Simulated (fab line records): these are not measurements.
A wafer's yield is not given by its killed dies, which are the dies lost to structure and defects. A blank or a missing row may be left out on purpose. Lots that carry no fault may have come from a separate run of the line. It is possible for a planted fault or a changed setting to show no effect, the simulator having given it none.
Problem report, 8D (eight disciplines) form, completed by code ; flow sky130 ; the parts of the form that need people (team, actions taken, sign-off) are left out

== 1. THE PROBLEM ==
Across 6 wafers from 2 lots, LDD_P_TW at SKY_LDD_P_TW_MEAS_11 averages 585, while fault-free wafers read 634 with a standard deviation of 3.2. That is -15 standard deviations from the usual mean.
First observed at day 26 06:03: wafer L810.2, on film metro-02. Wafers with a number at this step in the record: 36, from 12 lots. The rule behind "out" and "out of limits": a value lying over 4 standard deviations away from the usual mean. All remaining wafers that have a number are taken as sound.

== 2. WHAT IT IS AND WHAT IT IS NOT ==
question;is;is not
which readings at this step;LDD_P_TW;-
which lots;L810, L813;L794, L795, L796, L799, L803, L805, L806, L808, L809, L812
which wafers of those lots;all that have a number;-
read on which gauges;film metro-01, film metro-02;-
when;from day 26 06:03;"up to then (27 sound wafers); but 3 sound wafers of L812 came after"

== 3. SUSPECTS, AND WHAT RULES EACH OUT ==
Counting: any tool at a process step up to the reading is kept as a suspect provided that every lot that is out went through it and no sound lot did after the first of them.
- the gauge at SKY_LDD_P_TW_MEAS_11 is ruled out. Those wafers that are out were read across 2 gauges (film metro-01, film metro-02).
- implanter-01 at SKY_LDD_P_IMPLANT_09: kept. Every lot that is out went through it, starting with L810 (day 26 05:49), and after that it ran no sound lot; the last sound lot it ran before then is L806 (day 25 03:55). Its own beam on s, faraday current uA readings are out on those wafers.
After counting, what remains is implanter-01 at SKY_LDD_P_IMPLANT_09.

== 4. THE CAUSE (what the simulator had put in) ==
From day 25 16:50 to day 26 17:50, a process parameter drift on implanter-01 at SKY_LDD_P_IMPLANT_09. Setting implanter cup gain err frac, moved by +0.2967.
After counting, this tool was the only one left.

== 5. THE EFFECT CHAIN, in route order ==
Each row: a reading whose mean over the struck wafers that have a number lies more than 3 standard deviations from the usual. Scope: only readings with a usual standard deviation given in the record; hours: median across lots of the time from each lot's start at the first step in this table that gives one to its start at this step; sigmas: change in usual standard deviations.
hours;step;reading;usual;on struck wafers;change;sigmas
0;SKY_LDD_P_IMPLANT_09;beam on s;10.00 s;7.72;-2.28;-11
0;SKY_LDD_P_IMPLANT_09;faraday current uA;56.4;73.0;+16.6;+15
0;SKY_LDD_P_TW_MEAS_11;LDD_P_TW;634;585;-49;-15
Here are the process steps it includes:
- SKY_LDD_P_IMPLANT_09

== 6. WHAT WOULD HAVE CAUGHT IT SOONER ==
Counted from the fault's start at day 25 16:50, it took 13 hours until the first out-of-limits reading at a measuring or inspecting step in this record, taken at day 26 06:03.
The tool's own readings at SKY_LDD_P_IMPLANT_09 were out on every struck wafer that the step has a row for (beam on s, faraday current uA): an alarm limit on them would have fired on the first of those.
Among the 2 lots that are out, L813 began SKY_LDD_P_IMPLANT_09 on implanter-01 after day 26 06:03. A hold on the tool at that time would have spared it.
